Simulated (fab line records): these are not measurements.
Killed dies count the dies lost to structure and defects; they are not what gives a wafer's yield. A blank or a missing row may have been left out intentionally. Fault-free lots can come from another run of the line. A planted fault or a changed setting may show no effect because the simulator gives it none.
Matching of chambers	flow gf180mcu	4 sister chambers for GF_V3_CMP_04 on cmp-01
The step polishes SiO2. 4 wafers are shown with their chamber, then 7 later ones without.

== WAFERS PAIRED WITH THEIR CHAMBERS ==
wafer	chamber	motorCurrentA (A)
L576.3	2	11.8
L581.5	1	12.5
L590.2	3	10.3
L590.3	0	10.5

== WAFERS MISSING THEIR CHAMBER ==
wafer	motorCurrentA (A)
L590.6	11.1
L592.2	10.9
L592.3	13.2
L592.6	11.1
L593.1	12.1
L593.2	10.2
L593.3	11.1

== WHICH CHAMBER EACH WENT THROUGH ==
wafer	from the rows above	in truth
L590.6	can't be placed: 0 or 2 or 3 or 1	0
L592.2	can't be placed: 0 or 3 or 2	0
L592.3	can't be placed: 1 or 2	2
L592.6	can't be placed: 0 or 2 or 3 or 1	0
L593.1	can't be placed: 2 or 1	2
L593.2	can't be placed: 3 or 0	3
L593.3	can't be placed: 0 or 2 or 3 or 1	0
Correctly placed: 0 of 7. Can't be placed from these rows: 7 (the true chamber is among the candidates in 7). Placed wrongly: 0.
How it was worked out, from the rows above alone: a wafer's distance from a chamber is the root of the sum, over the readings, of the square of ((its reading less the chamber's mean) divided by the reading's scatter). If the next closest chamber is less than 2 further off than the closest, the wafer can't be placed; otherwise it belongs to the closest. The mean given for a chamber averages the wafers shown for that chamber. The scatter (one wafer shown for each chamber): square how far every hidden wafer sits from the nearest shown wafer, average those squares and take the square root.
